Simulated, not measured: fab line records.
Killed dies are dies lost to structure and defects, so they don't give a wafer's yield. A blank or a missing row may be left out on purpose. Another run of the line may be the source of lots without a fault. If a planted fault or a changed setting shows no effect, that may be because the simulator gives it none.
2 desks looking at one fault ; flow sky130 ; each desk holds nothing but its own numbers, with what lay behind them at the end

== DESK OF THE TOOL OWNER: implanter-02 ==
For each lot that ran on this tool, the mean over its sampled wafers that have a number, from the tool's own readings at SKY_NWELL_IMPLANT_11. Any lot whose mean is over 4 standard deviations away from the usual mean is out of limits and marked OUT; that distance is given in the brackets.
Columns: A = beam-energy-keV at SKY_NWELL_IMPLANT_11, usual 400.02; B = end-station-pressure-torr at SKY_NWELL_IMPLANT_11, usual 5.05e-06 Torr; C = faraday-current-uA at SKY_NWELL_IMPLANT_11, usual 106.9
lot;first seen here;A;B;C
L163;day 4 13:39;399.92;4.77e-06;104.5
L164;day 4 21:38;400.03;5.19e-06;108.7
L165;day 4 22:59;282.44 (-99 or more) OUT;5.03e-06;109.1
L166;day 5 02:30;282.48 (-99 or more) OUT;4.99e-06;104.7
L179;day 8 10:24;400.02;5.21e-06;106.0
L181;day 8 20:19;399.73;5.19e-06;106.4
L182;day 9 09:00;400.03;4.90e-06;107.9
L183;day 9 16:01;400.11;4.95e-06;109.0
This desk's verdict: out of limits on L165, L166, starting with L165 at day 4 22:59 (beam-energy-keV at SKY_NWELL_IMPLANT_11). L163, L164, L179, L181, L182, L183 stayed within limits.

== METROLOGY DESK ==
Means of the sampled wafers that have a number, per lot and without regard to the tool the lot ran on: this is what the gauges read. Any lot whose mean is over 4 standard deviations away from the usual mean is out of limits and marked OUT; that distance is given in the brackets.
Columns: A = NWELL_TW at SKY_NWELL_TW_MEAS_15, usual 1822; B = NWELL_RS at SKY_NWELL_RS_MEAS_29, usual 624.8 ohm/sq
lot;first seen here;A;B
L163;day 4 14:10;1817;625.6
L164;day 4 22:11;1805;626.3
L165;day 4 23:31;1733 (-4.2) OUT;683.3 (+39) OUT
L166;day 5 03:03;1766;683.8 (+39) OUT
L172;day 7 03:42;1805;624.9
L175;day 7 13:43;1806;623.6
L176;day 7 22:51;1802;624.4
L177;day 8 05:15;1801;626.0
L179;day 8 10:57;1844;625.3
L181;day 8 20:51;1837;624.4
L182;day 9 09:33;1851;622.0
L183;day 9 16:33;1845;624.5
L185;day 9 22:23;1791;625.6
L184;day 9 22:43;1838;625.2
Finding of this desk: L165, L166 out of limits, first seen on L165 at day 4 23:31 (NWELL_TW at SKY_NWELL_TW_MEAS_15). L163, L164, L172, L175, L176, L177, L179, L181, L182, L183, L185, L184 stayed within limits.

== ALL TOGETHER ==
The tool owner's desk had the chance to raise an alarm at day 4 22:59 on L165, L166.
L165, L166 would have let the metrology desk raise an alarm at day 4 23:31.
The lots listed all ran SKY_NWELL_IMPLANT_11 on implanter-02.

== WHAT THE SIMULATOR HAD INSERTED ==
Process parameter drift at SKY_NWELL_IMPLANT_11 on implanter-02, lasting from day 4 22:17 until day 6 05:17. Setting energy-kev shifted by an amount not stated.
Shown lots that were struck: L165, L166.
Delay (hours) between the fault's onset and each desk's first out-of-limits reading: 1 at the tool owner's desk, 1 at the metrology desk.
